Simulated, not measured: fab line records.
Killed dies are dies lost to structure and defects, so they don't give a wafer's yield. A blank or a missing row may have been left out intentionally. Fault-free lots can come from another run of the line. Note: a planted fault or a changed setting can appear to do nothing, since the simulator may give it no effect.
The tool behind it: which one?	flow gf180mcu	Sampling: 24 lots, 72 wafers, 2 of 602 route steps

== WHAT THE GAUGES READ, wafer by wafer ==
GF_V3_THK_MEAS_03. Usual: V3_CVD_02_THK 849 nm, standard deviation 11.
lot	measured	on	V3_CVD_02_THK (nm)	flag
L074	day 21 05:13	film-metro-03	857 855 850	
L075	day 21 14:09	film-metro-03	830 838 850	
L076	day 22 03:41	film-metro-01	840 856 849	
L077	day 22 11:30	film-metro-03	844 849 862	
L078	day 23 00:09	film-metro-04	830 826 843	
L079	day 23 06:58	film-metro-03	837 860 871	
L080	day 23 16:34	film-metro-03	831 853 852	
L081	day 24 04:48	film-metro-03	854 860 848	
L082	day 24 05:18	film-metro-01	834 854 852	
L083	day 24 22:02	film-metro-04	835 842 854	
L084	day 25 05:37	film-metro-04	818 840 837	
L085	day 25 07:29	film-metro-01	850 862 852	
L086	day 25 14:51	film-metro-03	829 849 842	
L087	day 26 00:25	film-metro-03	845 843 862	
L088	day 26 08:59	film-metro-03	832 845 848	
L089	day 26 14:57	film-metro-01	852 851 855	
L090	day 27 05:17	film-metro-01	862 853 850	
L091	day 27 06:53	film-metro-01	842 863 869	
L092	day 27 11:47	film-metro-01	847 849 853	
L093	day 27 21:22	film-metro-03	838 854 856	
L094	day 28 04:49	film-metro-01	847 865 853	
L095	day 28 14:50	film-metro-03	861 851 860	
L096	day 28 18:26	film-metro-01	853 848 861	
L097	day 28 19:47	film-metro-04	857 864 859	

GF_V3_OVL_MEAS_15. Usual: V3_OVL 4 nm, standard deviation 5.5.
lot	measured	on	V3_OVL (nm)	flag
L074	day 22 05:23	overlay-01	16 6 20	
L075	day 22 14:14	overlay-02	-8 -2 -7	
L076	day 23 03:20	overlay-01	8 -4 2	
L077	day 23 11:04	overlay-01	2 -1 -7	
L078	day 23 22:47	overlay-01	3 13 5	
L079	day 24 05:59	overlay-01	2 3 1	
L080	day 24 15:08	overlay-01	6 10 10	
L081	day 25 02:44	overlay-01	9 8 -1	
L082	day 25 03:06	overlay-01	-1 8 1	
L083	day 25 22:12	overlay-01	3 2 0	
L084	day 26 03:51	overlay-01	3 7 -4	
L085	day 26 05:23	overlay-01	5 6 10	
L086	day 26 12:17	overlay-01	3 18 4	
L087	day 26 21:19	overlay-01	5 3 7	
L088	day 27 05:20	overlay-01	-5 -1 2	
L089	day 27 11:11	overlay-01	11 6 7	
L090	day 28 01:45	overlay-01	5 1 10	
L091	day 28 03:32	overlay-01	2 3 1	
L092	day 28 08:59	overlay-01	6 6 12	
L093	day 28 17:33	overlay-01	9 2 9	
L094	day 28 23:58	overlay-01	3 -2 2	
L095	day 29 10:11	overlay-01	12 12 6	
L096	day 29 13:42	overlay-01	12 7 13	
L097	day 29 15:21	overlay-01	10 10 2	

== WHAT TOOL EACH LOT RAN ON (gives the tool, then ch and the chambers of the sampled wafers, and finally the start) ==
Before these readings, the record contains no process step.

== WHAT THE TOOLS THEMSELVES READ (means of the sampled wafers that have a number; where no wafer has one, the mark that the record gives instead) ==
The record holds no such reading with a usual standard deviation.

== THE ANSWER, worked out from the rows above alone ==
Rule: a lot is off if the mean of its wafers that have a number lies more than 3 standard deviations from the usual mean. Also off: a lot with no number at a reading for which 4 or more lots have one. All remaining lots with rows at the step are treated as sound. After the gauges, taken in route order, come the tools' own readings; for these a lot's mean is taken, as printed above. The first step at which some lot is off is used, and at that step the reading that is off furthest; a lot without a number counts as furthest.
No lot is off on any of the readings shown, so nothing can be concluded from this.

== WHAT HAD BEEN PUT IN BY THE SIMULATOR ==
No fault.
